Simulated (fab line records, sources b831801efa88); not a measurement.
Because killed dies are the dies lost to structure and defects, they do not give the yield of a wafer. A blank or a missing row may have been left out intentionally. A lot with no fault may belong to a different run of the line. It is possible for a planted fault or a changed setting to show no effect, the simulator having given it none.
What tool caused it? | flow gf180mcu | Sampling: 6 lots, 18 wafers, 2 of 602 route steps

WHAT EACH GAUGE READ, for each wafer
GF_M1_CD_MEAS_14: target cd 230 nm.
lot  | measured     | on        | cd nm (nm)
L676 | day 18 14:03 | cd sem-01 | 229.6 228.4 228.2
L680 | day 19 05:22 | cd sem-01 | 229.2 228.9 228.3
L683 | day 20 21:46 | cd sem-01 | 230.2 229.6 230.4
L688 | day 22 07:58 | cd sem-02 | 228.3 229.7 229.4
L693 | day 24 09:20 | cd sem-02 | 210.5 204.6 199.2
L696 | day 24 16:00 | cd sem-02 | 229.2 229.8 228.7

TOOL THAT RAN EACH LOT (tool first, then ch and the chambers of the sampled wafers, then the start)
lot  | GF_M1_EXPOSE_11
L676 | krf scanner-01 ch 0, day 18 02:08
L680 | krf scanner-02 ch 0, day 18 17:32
L683 | krf scanner-02 ch 0, day 20 09:25
L688 | krf scanner-02 ch 0, day 21 21:02
L693 | krf scanner-02 ch 0, day 23 21:15
L696 | krf scanner-01 ch 0, day 24 06:36
- GF_M1_EXPOSE_11: exposes mask Metal1, target cd 230 nm.

THE ANSWER, worked out from the rows above alone
Rule: usual is defined by the lots themselves. The widest of any qualifying gaps counts: lots, ordered by their means at a reading, are off when they make up no more than a third of the lots, leave a main group of 4 or more, and stand apart from it by 3 or more times the standard deviation of that group's means. A main group is skipped when, at the precision printed for the reading in the tables above, its means are all equal. Also off: a lot with no number at a reading for which 4 or more lots have one. The other lots that the step has rows for count as sound.
Off at GF_M1_CD_MEAS_14 (cd nm): L693. The main group has a mean of 229.2 nm with a standard deviation of 0.48.
If a tool, at a process step before that reading, ran all the lots that are off and no sound lot after the first of them, it fits. Those tools and the gauges at GF_M1_CD_MEAS_14 are tried in the same way. One fits: krf scanner-02 at GF_M1_EXPOSE_11. A fault onset in the window from L688 (day 21 21:02, its last sound lot) to L693 (day 23 21:15, its first lot off) fits.

WHAT HAD BEEN PUT IN BY THE SIMULATOR
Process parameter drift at GF_M1_EXPOSE_11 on krf scanner-02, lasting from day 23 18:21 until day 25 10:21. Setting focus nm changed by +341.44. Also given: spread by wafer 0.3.
Struck lots among those shown: L693. The rule above found the same.
